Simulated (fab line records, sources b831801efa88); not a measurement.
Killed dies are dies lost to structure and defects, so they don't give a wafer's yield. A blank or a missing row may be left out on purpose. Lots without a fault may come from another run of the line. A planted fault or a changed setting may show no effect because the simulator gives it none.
Which tool did it? | flow sky130 | 6 lots, 18 wafers sampled, at 1 step of a route of 708

WHAT THE GAUGES READ, wafer by wafer
SKY_METAL4_CD_MEAS_13: target cd 300 nm.
lot  | measured     | on        | cd_nm (nm)
L405 | day 42 05:34 | cd_sem-02 | 298.2 299.1 298.2
L408 | day 43 21:05 | cd_sem-01 | 300.0 300.2 301.1
L410 | day 43 23:24 | cd_sem-01 | 300.1 298.5 300.1
L414 | day 45 06:34 | cd_sem-01 | 298.1 299.0 300.0
L418 | day 46 08:42 | cd_sem-02 | 298.9 298.9 298.2
L423 | day 46 22:34 | cd_sem-02 | 298.9 298.9 299.1

WHICH TOOL RAN EACH LOT (tool, then ch and the chambers of the sampled wafers, then the start)
The record holds no process step before these readings.

THE ANSWER, worked out from the rows above alone
Rule: what is usual is taken from the lots themselves. Put in order of their means at a reading, lots are off if they are a third of the lots or fewer, leave a main group of 4 or more, and stand apart from it by a gap of 3 or more times the standard deviation of the main group's means; of several such gaps the widest counts. A main group whose means are all the same, to the digits that the tables above print for the reading, isn't used. A lot without any number at a reading at which 4 lots or more have one is off too. The other lots that the step has rows for count as sound.
No lot is off at any reading shown: from this, nothing can be told.

WHAT THE SIMULATOR HAD PUT IN
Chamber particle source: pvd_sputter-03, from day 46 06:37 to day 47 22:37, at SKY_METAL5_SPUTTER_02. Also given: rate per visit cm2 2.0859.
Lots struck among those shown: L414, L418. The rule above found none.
